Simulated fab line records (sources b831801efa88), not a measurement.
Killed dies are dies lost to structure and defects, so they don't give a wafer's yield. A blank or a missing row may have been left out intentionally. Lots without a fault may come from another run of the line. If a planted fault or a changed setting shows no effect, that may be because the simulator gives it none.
Matching of chambers :: flow sky130 :: cmp-02 running SKY_CONTACT_CMP_27: 4 sister chambers
The step polishes, stops on SiO2, t overpolish 15 s, target thk 0 nm. 8 wafers are shown with their chamber, then 12 later ones without.

## WAFERS WITH THEIR CHAMBER
wafer: L088.1
chamber: 2
motor-current-A (A): 12.2
time-to-endpoint-s (s): 84.3

wafer: L089.1
chamber: 3
motor-current-A (A): 12.2
time-to-endpoint-s (s): 87.7

wafer: L089.6
chamber: 3
motor-current-A (A): 11.6
time-to-endpoint-s (s): 86.6

wafer: L090.3
chamber: 2
motor-current-A (A): 12.6
time-to-endpoint-s (s): 82.8

wafer: L090.6
chamber: 1
motor-current-A (A): 10.1
time-to-endpoint-s (s): 81.2

wafer: L092.2
chamber: 0
motor-current-A (A): 11.2
time-to-endpoint-s (s): 79.0

wafer: L092.5
chamber: 1
motor-current-A (A): 10.8
time-to-endpoint-s (s): 81.5

wafer: L092.6
chamber: 0
motor-current-A (A): 10.6
time-to-endpoint-s (s): 82.9

## WAFERS WITHOUT THEIR CHAMBER
wafer: L094.1
motor-current-A (A): 10.7
time-to-endpoint-s (s): 79.9

wafer: L094.4
motor-current-A (A): 11.0
time-to-endpoint-s (s): 86.6

wafer: L094.5
motor-current-A (A): 12.8
time-to-endpoint-s (s): 83.0

wafer: L095.1
motor-current-A (A): 10.3
time-to-endpoint-s (s): 83.5

wafer: L095.5
motor-current-A (A): 12.3
time-to-endpoint-s (s): 84.6

wafer: L095.6
motor-current-A (A): 11.2
time-to-endpoint-s (s): 84.2

wafer: L096.2
motor-current-A (A): 10.8
time-to-endpoint-s (s): 80.8

wafer: L096.4
motor-current-A (A): 12.0
time-to-endpoint-s (s): 85.0

wafer: L096.5
motor-current-A (A): 10.6
time-to-endpoint-s (s): 86.8

wafer: L097.3
motor-current-A (A): 10.4
time-to-endpoint-s (s): 82.7

wafer: L097.4
motor-current-A (A): 11.8
time-to-endpoint-s (s): 82.2

wafer: L097.5
motor-current-A (A): 13.1
time-to-endpoint-s (s): 81.1

## WHICH CHAMBER EACH ONE RAN IN
wafer: L094.1
from the rows above: can't be placed: 0 or 1
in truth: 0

wafer: L094.4
from the rows above: can't be placed: 3 or 1 or 0 or 2
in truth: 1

wafer: L094.5
from the rows above: 2
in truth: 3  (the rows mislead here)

wafer: L095.1
from the rows above: can't be placed: 1 or 0
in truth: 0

wafer: L095.5
from the rows above: can't be placed: 2 or 3
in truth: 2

wafer: L095.6
from the rows above: can't be placed: 0 or 3 or 1 or 2
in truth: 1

wafer: L096.2
from the rows above: can't be placed: 0 or 1
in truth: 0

wafer: L096.4
from the rows above: can't be placed: 2 or 3
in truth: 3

wafer: L096.5
from the rows above: can't be placed: 3 or 1 or 0 or 2
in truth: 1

wafer: L097.3
from the rows above: can't be placed: 1 or 0
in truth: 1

wafer: L097.4
from the rows above: can't be placed: 2 or 0 or 3 or 1
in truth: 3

wafer: L097.5
from the rows above: 2
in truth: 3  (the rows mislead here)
Correct placement for 0 of the 12. Cannot be placed on the basis of these rows: 10; the candidates contain the true chamber in 10. Wrongly placed: 2.
How it was worked out, from the rows above alone: a wafer's distance from a chamber is the root of the sum, over the readings, of the square of ((its reading less the chamber's mean) divided by the reading's scatter). If the next closest chamber is less than 2 further off than the closest, the wafer can't be placed; otherwise it belongs to the closest. A chamber's mean is the mean of its shown wafers. The scatter: take each reading less its chamber's mean, square it, sum over the shown wafers, divide by the number of wafers less the number of chambers, and take the root.
